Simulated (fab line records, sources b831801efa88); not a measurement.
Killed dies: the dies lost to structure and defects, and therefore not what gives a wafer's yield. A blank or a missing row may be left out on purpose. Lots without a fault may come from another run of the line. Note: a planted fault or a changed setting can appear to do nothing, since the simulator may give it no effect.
Comparing a struck lot with a sound one -- flow sfq-line -- 29 steps out of a route of 325
Sound: the wafers L467.3, L467.4, L467.5. Struck: wafers L481.1, L481.3, L481.4. The cause is named last.
Per side, at each step with rows, come the tool, then ch with its chambers, and then its first start. Under that, the readings that differ: sound wafers -- struck wafers -- difference of the means -- sigmas: that difference in standard deviations of wafers without a fault.
alike: readings whose means differ by less than 2 such deviations, and words and numbers that are the same on both sides. not compared: withheld readings, readings that some wafer has no value for, bounds like >300 that may hide the same value, and numbers for which the record gives no deviation and whose values overlap.
The two part at a step that has a row with sigmas, a row that says differs or no value, or rows on one side only. Numbers that don't overlap but have no deviation are shown without sigmas and don't part them. Lack of a reading on every wafer of one side parts them only where that side has two or more wafers.

first, 2 steps without rows for these wafers: SFQ_TRILAYER_L0_VIA_STRIP_SOLV_CLEAN_018 (cleans in NMP, time 600 s); SFQ_TRILAYER_M0_DEP_PRE_CLEAN_020 (time 15 s).
SFQ_TRILAYER_M0_DEP_SPUTTER_019: material Nb, target thk 200 nm, time 137.7 s.
  sound on pvd-sputter-03 at day 7 09:03; struck on pvd-sputter-05 at day 10 22:08
  alike: throttle-valve-pct
SFQ_M0_RS_MEAS_904: the measuring method here is four-point-probe.
  sound on film-metro-03 at day 7 09:11; struck on film-metro-01 at day 10 22:14
  alike: M0_NB_RS
then, 6 steps without rows for these wafers: SFQ_TRILAYER_M0_LITHO_COAT_026 (resist thk 62 nm); SFQ_TRILAYER_M0_LITHO_COAT_021 (resist thk 600 nm); SFQ_TRILAYER_M0_LITHO_SOFTBAKE_025; SFQ_TRILAYER_M0_LITHO_EXPOSE_022 (exposes mask M0, target cd 500 nm); SFQ_TRILAYER_M0_LITHO_PEB_024 (peb time 60 s); SFQ_TRILAYER_M0_LITHO_DEVELOP_023 (time 60 s).
-- the record jumps here: 5 days lie between the struck wafers' starts before and after --
SFQ_M0_OVL_MEAS_906:
  sound on overlay-02 at day 10 16:26; struck on overlay-01 at day 16 02:28
  alike: M0_OVL
SFQ_TRILAYER_M0_BARC_OPEN_METAL_ETCH_031: etches BARC in O2, target depth 125 nm, time 41.7 s.
  sound on rie-metal-02 ch 0,1, day 10 16:29; struck on rie-metal-04 ch 0,1, day 16 02:30
  no value came back on the struck wafers for bias-w (W), chamber-pressure-mTorr (mTorr), drypump-motor-current-A (A), oes-product-au (a.u.); on the sound wafers bias-w (W) reads 80.21 79.66 79.90
reading,sound,struck,difference,sigmas
model.KrF_of_TRILAYER_M0_LITHO_COAT_021.thk-nm (nm),524 521.2 523,572.7 573.9 575,+51.1,
  not compared: rf-hours-counter-h
SFQ_TRILAYER_M0_ETCH_METAL_ETCH_024: etches Nb in Cl2/Ar, stops on SiO2, target depth 240 nm, time 120 s.
  sound on rie-metal-02 ch 0,1, day 10 16:34; struck on rie-metal-04 ch 0,1, day 16 02:34
reading,sound,struck,difference,sigmas
oes-product-au (a.u.),0.911 0.925 0.912,0.374 0.380 0.369,-0.542,-73
model.KrF_of_TRILAYER_M0_LITHO_COAT_021.thk-nm (nm),384.3 381.9 382.6,434.3 434.7 433.9,+51.4,
  alike: bias-w, chamber-pressure-mTorr, drypump-motor-current-A
  not compared: rf-hours-counter-h
SFQ_TRILAYER_M0_STRIP_STRIP_025: strips in O2.
  sound on rie-metal-02 ch 0,1, day 10 16:50; struck on rie-metal-04 ch 0,1, day 16 02:41
  alike: drypump-motor-current-A, oes-product-au
  not compared: rf-hours-counter-h
then, 1 step without rows for these wafers: SFQ_TRILAYER_M0_STRIP_SOLV_CLEAN_026 (cleans in NMP, time 600 s).
SFQ_TRILAYER_I0_DEP_PECVD_027: deposits SiO2 from SiH4/N2O, time 111.11 s, target thk 500 nm.
  sound on pecvd-04 ch 1,2, day 10 17:25; struck on pecvd-01 ch 1,2, day 16 03:28
  alike: heater-power-w, showerhead-vpp-V, throttle-valve-pct
SFQ_TRILAYER_I0_CMP_CMP_028: polishes SiO2.
  sound on cmp-02 ch 0,2,3, day 10 18:32; struck on cmp-01 ch 1,2,3, day 16 07:30
  alike: edge-zone-pressure-frac, motor-current-A, platen-rpm, time-to-endpoint-s
SFQ_I0_BOW_MEAS_907:
  sound on film-metro-03 at day 10 20:35; struck on film-metro-04 at day 16 10:00
  alike: I0_BOW
then, 4 steps without rows for these wafers: SFQ_TRILAYER_I0_METRO_MEASURE_029; SFQ_TRILAYER_I0_VIA_LITHO_COAT_036 (resist thk 62 nm); SFQ_TRILAYER_I0_VIA_LITHO_COAT_031 (resist thk 650 nm); SFQ_TRILAYER_I0_VIA_LITHO_SOFTBAKE_035.
-- the record jumps here: 6 days lie between the struck wafers' starts before and after --
SFQ_TRILAYER_I0_VIA_LITHO_EXPOSE_032: exposes mask I0, target cd 500 nm.
  sound on krf-scanner-01 ch 0, day 16 00:10; struck on krf-scanner-02, day 22 07:24
  no value came back on the struck wafers for exposure-dose-mJ-cm2, focus-offset-nm (nm); on the sound wafers exposure-dose-mJ-cm2 reads 21.288 21.261 21.278
  alike: mask
then, 2 steps without rows for these wafers: SFQ_TRILAYER_I0_VIA_LITHO_PEB_034 (peb time 60 s); SFQ_TRILAYER_I0_VIA_LITHO_DEVELOP_033 (time 60 s).
SFQ_I0_OVL_MEAS_908:
  sound on overlay-02 at day 16 01:16; struck on overlay-01 at day 22 08:54
reading,sound,struck,difference,sigmas
I0_OVL (nm),-7 -13 -13,- - -,no value on the struck wafers,
then, 1 step without rows for these wafers: SFQ_TRILAYER_I0_VIA_BARC_OPEN_VIA_ETCH_046 (etches BARC in O2, target depth 125 nm, time 41.7 s).
SFQ_TRILAYER_I0_VIA_ETCH_VIA_ETCH_034: etches SiO2 in CHF3, stops on Nb, target depth 260 nm.
  sound on rie-diel-04 ch 0,1,2, day 16 01:20; struck on rie-diel-02 ch 0,1,3, day 22 08:58
reading,sound,struck,difference,sigmas
oes-product-au (a.u.),0.861 0.862 0.857,0.376 0.368 0.374,-0.487,-94
  alike: bias-w, chamber-pressure-mTorr, drypump-motor-current-A
SFQ_TRILAYER_I0_VIA_STRIP_STRIP_035: strips in O2.
  sound on rie-metal-03 ch 0,1, day 16 01:39; struck on rie-metal-03 ch 0,1, day 22 09:05
  alike: drypump-motor-current-A, oes-product-au
  not compared: rf-hours-counter-h

WHERE THEY PART
At SFQ_TRILAYER_M0_BARC_OPEN_METAL_ETCH_031 first; at SFQ_TRILAYER_I0_VIA_ETCH_VIA_ETCH_034 last (within this record only). Later steps at which nothing parts them and some readings are alike: SFQ_TRILAYER_I0_VIA_STRIP_STRIP_035.

WHY: whatever the simulator had introduced
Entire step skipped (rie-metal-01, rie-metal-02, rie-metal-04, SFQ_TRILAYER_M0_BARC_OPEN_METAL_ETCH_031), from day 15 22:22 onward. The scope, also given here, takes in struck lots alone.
